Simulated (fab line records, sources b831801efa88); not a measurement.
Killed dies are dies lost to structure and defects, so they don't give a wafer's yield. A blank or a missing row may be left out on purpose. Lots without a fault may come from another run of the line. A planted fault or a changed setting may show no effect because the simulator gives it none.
A struck lot beside a sound one | flow sky130 | 43 steps out of a route of 708
Sound: wafers L518.1, L518.2, L518.6. Struck: wafers L533.3, L533.5, L533.6. The cause comes at the end.
At each step with rows: each side's tool, then ch and its chambers, then its first start. Under that, the readings that differ: sound wafers | struck wafers | difference of the means | sigmas: that difference in standard deviations of wafers without a fault.
alike: readings whose means differ by less than 2 such deviations, and words and numbers that are the same on both sides. not compared: withheld readings, readings that some wafer has no value for, bounds like >300 that may hide the same value, and numbers for which the record gives no deviation and whose values overlap.
The two part at a step that has a row with sigmas, a row that says differs or no value, or rows on one side only. Numbers that don't overlap but have no deviation are shown without sigmas and don't part them. A reading that every wafer of one side lacks parts them only if that side has two wafers or more.

first, 5 steps without rows for these wafers: SKY_CONTACT_COAT_09 (resist thk 450 nm); SKY_CONTACT_SOFTBAKE_10 (time 90 s); SKY_CONTACT_EXPOSE_11 (exposes mask CTM1, target cd 170 nm); SKY_CONTACT_PEB_12; SKY_CONTACT_DEVELOP_13 (develop time 60 s).
SKY_CONTACT_CD_MEAS_14: target cd 170 nm.
  sound on cd_sem-01, day 31 07:40; struck on cd_sem-02, day 36 22:08
  alike: cd_nm
SKY_CONTACT_OVL_MEAS_15:
  sound on overlay-02, day 31 07:47; struck on overlay-02, day 36 22:14
  alike: CONTACT_OVL
SKY_CONTACT_ETCH_16: etches BARC in N2/H2, stops on SiO2, time 45.9 s, target depth 60 nm.
  sound on rie_diel-03 ch 0,1,2, day 31 07:49; struck on rie_diel-01 ch 1,2,3, day 36 22:16
  alike: drypump_motor_current_A, oes_product_au, throttle_valve_pct
  not compared: rf_hours_counter_h
then, 1 step without rows for these wafers: SKY_CONTACT_ETCH_17 (etches SiO2 in C4F8/O2/Ar, stops on Si3N4, target depth 340 nm).
SKY_CONTACT_ETCH_18: etches Si3N4 in CHF3/O2, stops on TiN, time 39 s, target depth 75 nm.
  sound on rie_diel-03 ch 0,1,2; struck on rie_diel-01 ch 1,2,3
  alike: chf3_flow_sccm, drypump_motor_current_A, oes_product_au, throttle_valve_pct
  not compared: rf_hours_counter_h
then, 2 steps without rows for these wafers: SKY_CONTACT_STRIP_19 (strips in O2/N2); SKY_CONTACT_STRIP_20 (strips in post etch residue remover, time 1200 s).
SKY_CONTACT_CLEAN_21: cleans in IPA, time 180 s.
  sound on wet_bench-03 ch 1, day 31 08:25; struck on wet_bench-04 ch 3, day 36 22:50
then, 3 steps without rows for these wafers: SKY_CONTACT_CLEAN_22 (cleans in O3/DIW); SKY_CONTACT_SPUTTER_23 (material TiN, target thk 20 nm, time 80 s); SKY_CONTACT_CVD_24 (deposits W, target thk 340 nm, time 102.12 s).
SKY_CONTACT_RS_MEAS_25: measures by four-point-probe.
  sound on film_metro-04, day 31 08:45; struck on film_metro-04, day 36 23:12
  alike: CONTACT_W_RS
SKY_CONTACT_THK_MEAS_26: measures by xrf.
  sound on film_metro-04, day 31 08:52; struck on film_metro-04, day 36 23:18
  alike: CONTACT_W_THK
then, 2 steps without rows for these wafers: SKY_CONTACT_CMP_27 (polishes, stops on SiO2, t overpolish 15 s, target thk 0 nm); SKY_METAL1_SPUTTER_00 (material Ti, target thk 15 nm, time 10 s).
SKY_METAL1_SPUTTER_01: material TiN, target thk 20 nm, time 16.7 s.
  sound on pvd_sputter-03, day 31 09:15; struck on pvd_sputter-04, day 36 23:40
  alike: throttle_valve_pct
then, 3 steps without rows for these wafers: SKY_METAL1_SPUTTER_02 (material AlCu, target thk 250 nm, time 13.3 s); SKY_METAL1_SPUTTER_03 (material Ti, target thk 5 nm, time 3.3 s); SKY_METAL1_SPUTTER_04 (material TiN, target thk 70 nm, time 58.3 s).
SKY_METAL1_RS_MEAS_05: measures by four-point-probe.
  sound on film_metro-02, day 31 09:22; struck on film_metro-02, day 36 23:49
  reading                 | sound                | struck               | difference | sigmas
  METAL1_ALCU_RS (ohm/sq) | 0.1263 0.1247 0.1245 | 0.1286 0.1270 0.1276 | +0.0026    | +2
SKY_METAL1_THK_MEAS_06: measures by xrf.
  sound on film_metro-02, day 31 09:29; struck on film_metro-02, day 36 23:55
  alike: METAL1_ALCU_THK
then, 8 steps without rows for these wafers: SKY_METAL1_DEHYDRATE_07 (time 60 s); SKY_METAL1_HMDS_08 (prime time 60 s); SKY_METAL1_COAT_09 (resist thk 60 nm); SKY_METAL1_COAT_10 (resist thk 450 nm); SKY_METAL1_SOFTBAKE_11 (time 90 s); SKY_METAL1_EXPOSE_12 (exposes mask MM1, target cd 140 nm); SKY_METAL1_PEB_13; SKY_METAL1_DEVELOP_14 (develop time 60 s).
SKY_METAL1_CD_MEAS_15: target cd 140 nm.
  sound on cd_sem-01, day 32 12:16; struck on cd_sem-01, day 38 01:37
  alike: cd_nm
SKY_METAL1_OVL_MEAS_16:
  sound on overlay-02, day 32 12:23; struck on overlay-01, day 38 01:43
  alike: METAL1_OVL
SKY_METAL1_DESCUM_17: chemistry O2, time 8 s.
  sound on rie_metal-04 ch 1, day 32 12:26; struck on rie_metal-01 ch 0,1, day 38 01:44
  alike: drypump_motor_current_A, oes_product_au
  not compared: rf_hours_counter_h
SKY_METAL1_ETCH_18: etches BARC in N2/H2, stops on SiO2, time 45.9 s, target depth 60 nm.
  sound on rie_metal-04 ch 1, day 32 12:29; struck on rie_metal-01 ch 0,1, day 38 01:47
  alike: drypump_motor_current_A, oes_product_au, throttle_valve_pct
  not compared: rf_hours_counter_h
then, 4 steps without rows for these wafers: SKY_METAL1_METAL_ETCH_19 (etches the open film in Cl2/BCl3, stops on SiO2, target depth 360 nm, time 78 s); SKY_METAL1_STRIP_20 (strips in O2/N2); SKY_METAL1_STRIP_21 (strips in post etch residue remover, time 1200 s); SKY_METAL1_CLEAN_22 (cleans in IPA, time 180 s).
-- the record jumps here: 11 days lie between the struck wafers' starts before and after (it left off in module METAL1 and takes up again in module PAD_OPEN, whose first step shown is number 708 of the route) --
SKY_PAD_OPEN_PROBE_99:
  sound on prober-02, day 45 08:07; struck on prober-01, day 49 06:48
  reading            | sound    | struck      | difference | sigmas
  killed_at_contacts | 29 14 27 | 93 93 88    | +68        | +15
  killed_dies        | 91 88 93 | 153 156 137 | +58        | +7
  alike: killed_at_M0_to_M3, killed_at_M4_up, killed_at_front_end, killed_at_other, killed_on_rim, killed_open, killed_short

WHERE THEY PART
First at SKY_METAL1_RS_MEAS_05; last, within this record, at SKY_PAD_OPEN_PROBE_99.

WHY: what the simulator had put in
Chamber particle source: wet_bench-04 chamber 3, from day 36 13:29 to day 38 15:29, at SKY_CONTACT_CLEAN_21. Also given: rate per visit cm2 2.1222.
